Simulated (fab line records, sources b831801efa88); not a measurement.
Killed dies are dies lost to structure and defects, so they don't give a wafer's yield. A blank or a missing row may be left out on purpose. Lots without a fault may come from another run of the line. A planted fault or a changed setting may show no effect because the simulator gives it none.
fab line records | flow sky130
record lots=13 wafers=39 last_day=50
route steps=708 shown VIA1@481 METAL2@503 VIA2@514
lots that met no fault: from a run of the same line without faults
start_h: hours from the record's first day to the start of the lot's first wafer shown | wait_h: hours since the lot's step before | " the same as in the row above | L1.1+2: a row that stands for several wafers | - no value, or no start given | * or withheld: withheld | < > ~ a bound
route shown NAME@n: a module of which the file shows steps, and the number in the route of the first | usual: mean/standard deviation of fault-free wafers | same: alike in all rows | chamber/n: place in a boat | sites: the reading at each site | _std_site: their standard deviation | _edge_site: outer sites' mean less inner sites' | radius_mm: how far each site lies from the wafer's centre | mask NAME#n: copy n | behind: the tool/chamber that last shaped the wafer | hold: why the lot was held/for how many hours/how that ended | device: the transistor (n, p or np) that didn't switch | end of line: the same wafers' tests at the end of the route | a step without rows: its recipe alone | killed: dies lost to structure and defects at the first sort, not the wafer's yield | map: a wafer's dies, x killed, . not, _ none there
set.NAME: the setting as run; set.NAME@STEP: as run at that earlier step | model.NAME: the simulator's own value behind a step, which no gauge read
steps of the route over a sample of lots; a table a step, a row a wafer
services: from which hour (start_h, from the record's first day; less than 0 if before it) a tool's chamber was out of use, for how many hours, and why
## steps
# step SKY_VIA1_THK_MEAS_23
# recipe thk_meas_gauge=xrf reads=W_of_VIA1_CVD_21
# usual VIA1_W_THK=273/6
# columns lot.wafer tool chamber start_h wait_h VIA1_W_THK[nm]
L577.1 film_metro-04 - 788.59 0.1 276
L577.5 " - " " 273
L577.6 " - " " 274
L578.2 film_metro-02 - 794.96 0.1 273
L578.3 " - " " 273
L578.6 " - " " 271
L579.3 film_metro-02 - 806.99 0.1 265
L579.4 " - " " 280
L579.6 " - " " 276
L581.1 film_metro-01 - 822.71 0.1 266
L581.2 " - " " 274
L581.3 " - " " 266
L582.2 film_metro-01 - 837.51 0.1 268
L582.3 " - " " 265
L582.4 " - " " 277
L585.1 film_metro-04 - 853.43 0.1 280
L585.3 " - " " 280
L585.6 " - " " 280
L586.1 film_metro-01 - 853.51 0.1 277
L586.2 " - " " 267
L586.3 " - " " 263
L593.1 film_metro-02 - 933.73 0.1 265
L593.2 " - " " 275
L593.3 " - " " 274
L595.4 film_metro-01 - 935.31 0.1 262
L595.5 " - " " 272
L595.6 " - " " 264
L594.1 film_metro-02 - 938.13 0.1 278
L594.2 " - " " 265
L594.5 " - " " 272
L596.2 film_metro-01 - 938.18 0.1 268
L596.5 " - " " 267
L596.6 " - " " 269
L598.3 film_metro-02 - 944.84 0.1 271
L598.4 " - " " 277
L598.6 " - " " 269
L599.4 film_metro-02 - 949.89 0.1 271
L599.5 " - " " 271
L599.6 " - " " 271
# step SKY_METAL2_STRIP_20
# recipe chemistry=O2/N2 power_w=1400 pressure_mtorr=1500 platen_temp_c=withheld o2_flow_sccm=3000 n2_flow_sccm=300 overash_fraction=0.5
# usual drypump_motor_current_A=5.8/0.45 oes_product_au=0.343/0.0053 strip_time_to_endpoint_s=2.70/0.042
# columns lot.wafer tool chamber start_h wait_h drypump_motor_current_A oes_product_au rf_hours_counter_h strip_time_to_endpoint_s
L577.1 plasma_asher-03 0 815.21 0.1 6.2 0.346 96 2.76
L577.5 " 1 " " 6.2 0.350 - 2.64
L577.6 " 0 " " 6.2 0.350 - 2.71
L578.2 plasma_asher-03 0 822.65 0.1 6.2 0.341 97 2.77
L578.3 " 0 " " 6.2 0.341 - 2.74
L578.6 " 1 " " 6.2 0.356 - 2.75
L579.3 plasma_asher-03 1 833.50 0.1 6.2 0.338 - 2.68
L579.4 " 0 " " 6.2 0.346 - 2.73
L579.6 " 0 " " 6.2 0.338 - 2.67
L581.1 plasma_asher-01 1 849.83 0.1 5.5 0.340 11 2.71
L581.2 " 0 " " 5.3 0.340 11 2.74
L581.3 " 0 " " 5.3 0.341 - 2.71
L582.2 plasma_asher-01 0 864.79 0.1 5.3 0.344 12 2.72
L582.3 " 1 " " 5.5 0.338 - 2.66
L582.4 " 0 " " 5.3 0.341 - 2.79
L585.1 plasma_asher-03 0 880.74 0.1 6.1 0.337 103 2.61
L585.3 " 0 " " 6.2 0.340 - 2.74
L585.6 " 1 " " 6.2 0.353 - 2.76
L586.1 plasma_asher-02 1 880.91 0.1 6.2 0.340 76 2.70
L586.2 " 0 " " 5.2 0.345 76 2.69
L586.3 " 0 " " 5.1 0.346 - 2.69
L593.1 plasma_asher-02 1 959.09 0.1 6.2 0.347 84 2.68
L593.2 " 0 " " 5.1 0.345 84 2.75
L593.3 " 1 " " 6.2 0.341 - 2.71
L595.4 plasma_asher-01 0 960.79 0.1 5.3 0.337 - 2.59
L595.5 " 1 " " 5.5 0.345 - 2.69
L595.6 " 0 " " 5.3 0.336 - 2.63
L594.1 plasma_asher-03 0 963.11 0.1 6.2 0.347 110 2.73
L594.2 " 1 " " 6.2 0.349 110 2.68
L594.5 " 1 " " 6.2 0.353 - 2.74
L596.2 plasma_asher-02 0 963.26 0.1 5.2 0.343 84 2.70
L596.5 " 0 " " 5.2 0.349 - 2.73
L596.6 " 1 " " 6.2 0.333 - 2.63
L598.3 plasma_asher-02 0 970.13 0.1 5.1 0.344 - 2.71
L598.4 " 1 " " 6.2 0.348 - 2.68
L598.6 " 1 " " 6.2 0.342 - 2.73
L599.4 plasma_asher-03 1 974.99 0.1 6.2 0.339 - 2.68
L599.5 " 0 " " 6.2 0.338 - 2.70
L599.6 " 1 " " 6.2 0.340 - 2.67
# step SKY_VIA2_COAT_07
# recipe resist=KrF-thick spin_rpm=3000 resist_thk_nm=450
# usual resist_line_temp_C=23.01/0.1 spin_speed_rpm=3000.1/2
# columns lot.wafer tool chamber start_h wait_h resist_line_temp_C spin_speed_rpm
L577.1 litho_track-02 0 829 - 22.99 2998.3
L577.5 " 0 " " 22.92 2998.1
L577.6 " 0 " " 22.90 2998.0
L578.2 litho_track-04 0 836 - 22.74 2999.0
L578.3 " 0 " " 23.06 2998.9
L578.6 " 0 " " 22.86 2999.4
L579.3 litho_track-02 0 847 - 23.02 2996.5
L579.4 " 0 " " 23.03 3003.5
L579.6 " 0 " " 23.10 3001.6
L581.1 litho_track-04 0 864 - 23.14 2999.7
L581.2 " 0 " " 22.99 2999.0
L581.3 " 0 " " 23.04 3000.4
L582.2 litho_track-01 0 878 - 23.10 3000.1
L582.3 " 0 " " 23.15 3004.5
L582.4 " 0 " " 23.24 2998.9
L585.1 litho_track-04 0 894 - 22.84 2999.0
L585.3 " 0 " " 23.03 3000.8
L585.6 " 0 " " 22.98 3002.1
L586.1 litho_track-02 0 894 - 23.06 2998.8
L586.2 " 0 " " 22.89 2997.9
L586.3 " 0 895 - 23.09 3001.3
L593.1 litho_track-02 0 972 - 22.97 3068.0
L593.2 " 0 " " 23.05 3068.1
L593.3 " 0 " " 22.90 3068.8
L595.4 litho_track-01 0 973 - 22.95 2999.7
L595.5 " 0 974 - 22.91 2998.8
L595.6 " 0 " " 22.91 3000.3
L594.1 litho_track-02 0 975 - 22.90 3069.3
L594.2 " 0 " " 23.11 3070.2
L594.5 " 0 " " 23.02 3069.8
L596.2 litho_track-01 0 975 - 22.99 3000.6
L596.5 " 0 976 - 23.07 2998.4
L596.6 " 0 " " 23.10 3001.7
L598.3 litho_track-01 0 983 - 23.03 2999.5
L598.4 " 0 " " 23.00 3002.2
L598.6 " 0 " " 23.01 2999.6
L599.4 litho_track-01 0 988 - 22.95 2998.2
L599.5 " 0 " " 22.96 2998.0
L599.6 " 0 " " 23.05 2996.6
# step SKY_VIA2_CD_MEAS_12
# recipe target_cd_nm=200
# usual cd_nm=200.5/1.8
# columns lot.wafer tool chamber start_h wait_h cd_nm
L577.1 cd_sem-02 - 842.90 - 199.2
L577.5 " - " " 198.3
L577.6 " - " " 200.2
L578.2 cd_sem-02 - 850.14 - 200.8
L578.3 " - " " 198.9
L578.6 " - " " 198.8
L579.3 cd_sem-01 - 860.94 - 201.0
L579.4 " - " " 201.0
L579.6 " - " " 200.5
L581.1 cd_sem-01 - 877.17 - 200.8
L581.2 " - " " 200.5
L581.3 " - " " 200.3
L582.2 cd_sem-02 - 891.94 - 200.5
L582.3 " - " " 200.5
L582.4 " - " " 200.9
L585.1 cd_sem-02 - 907.62 - 201.3
L585.3 " - " " 201.1
L585.6 " - " " 201.5
L586.1 cd_sem-01 - 907.97 - 199.5
L586.2 " - " " 199.4
L586.3 " - " " 199.9
L593.1 cd_sem-01 - 984.25 - 199.6
L593.2 " - " " 199.7
L593.3 " - " " 200.4
L595.4 cd_sem-01 - 986.18 - 199.9
L595.5 " - " " 199.6
L595.6 " - " " 200.8
L594.1 cd_sem-01 - 987.62 - 199.8
L594.2 " - " " 198.9
L594.5 " - " " 198.8
L596.2 cd_sem-02 - 987.72 - 196.9
L596.5 " - " " 197.1
L596.6 " - " " 196.7
L598.3 cd_sem-02 - 995.16 - 203.5
L598.4 " - " " 202.7
L598.6 " - " " 201.7
L599.4 cd_sem-01 - 999.91 - 197.9
L599.5 " - " " 198.0
L599.6 " - " " 196.6
## services
# columns tool chamber start_h hours kind
plasma_asher-01 - 882.11 1.3 repair
plasma_asher-03 - 947.70 14.6 pm
## key
first_sign step=SKY_VIA2_COAT_07 reading=spin_speed_rpm direction=up sigmas=34 usual=3000.1 struck=3069.0
effect none on later readings
met_at SKY_VIA2_COAT_07
struck_lots L593,L594
not_acting_at SKY_VIA1_THK_MEAS_23,SKY_METAL2_STRIP_20,SKY_VIA2_CD_MEAS_12
onset_between 894 972
fault kind=process_parameter_drift tool=litho_track-02 chamber=- onset_h=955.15 steps=SKY_VIA2_COAT_07 channel=spin_rpm offset=66.967 shape=step end_h=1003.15 acts_in=these_recipes_only stated=3000
